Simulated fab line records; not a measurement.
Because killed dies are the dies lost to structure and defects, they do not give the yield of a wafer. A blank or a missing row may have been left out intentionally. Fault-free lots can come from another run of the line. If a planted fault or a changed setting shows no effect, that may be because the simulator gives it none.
Chamber matching ; flow sky130 ; 4 sister chambers for SKY_VIA1_ETCH_14 on rie-diel-03
The step etches BARC in N2/H2, stops on SiO2, time 45.08 s, target depth 60 nm. 4 wafers are shown with their chamber, then 12 later ones without.

== WAFERS PAIRED WITH THEIR CHAMBERS ==
wafer;chamber;drypump-motor-current-A (A)
L083.3;3;5.8
L085.6;0;6.1
L089.5;1;4.6
L089.6;2;5.4

== WAFERS WHOSE CHAMBER IS MISSING ==
wafer;drypump-motor-current-A (A)
L090.1;6.1
L090.5;4.6
L090.6;6.1
L093.2;6.1
L093.3;5.8
L093.4;4.7
L096.1;6.1
L096.3;5.4
L096.5;6.1
L097.1;5.4
L097.2;5.7
L097.3;4.7

== CHAMBER TAKEN BY EACH ==
wafer;from the rows above;in truth
L090.1;0;0
L090.5;1;1
L090.6;0;0
L093.2;0;0
L093.3;3;3
L093.4;1;1
L096.1;0;0
L096.3;2;2
L096.5;0;0
L097.1;2;2
L097.2;3;3
L097.3;1;1
Correctly placed: 12 of 12. From these rows, 0 cannot be placed. 0 placed wrongly.
How it was worked out, from the rows above alone: a wafer's distance from a chamber is the root of the sum, over the readings, of the square of ((its reading less the chamber's mean) divided by the reading's scatter). The wafer belongs to the nearest chamber; if the next one is less than 2 further off, it can't be placed. A chamber's mean is the mean of its shown wafers. The scatter: root of mean squared gap, hidden wafer to nearest shown wafer, with one shown wafer a chamber.
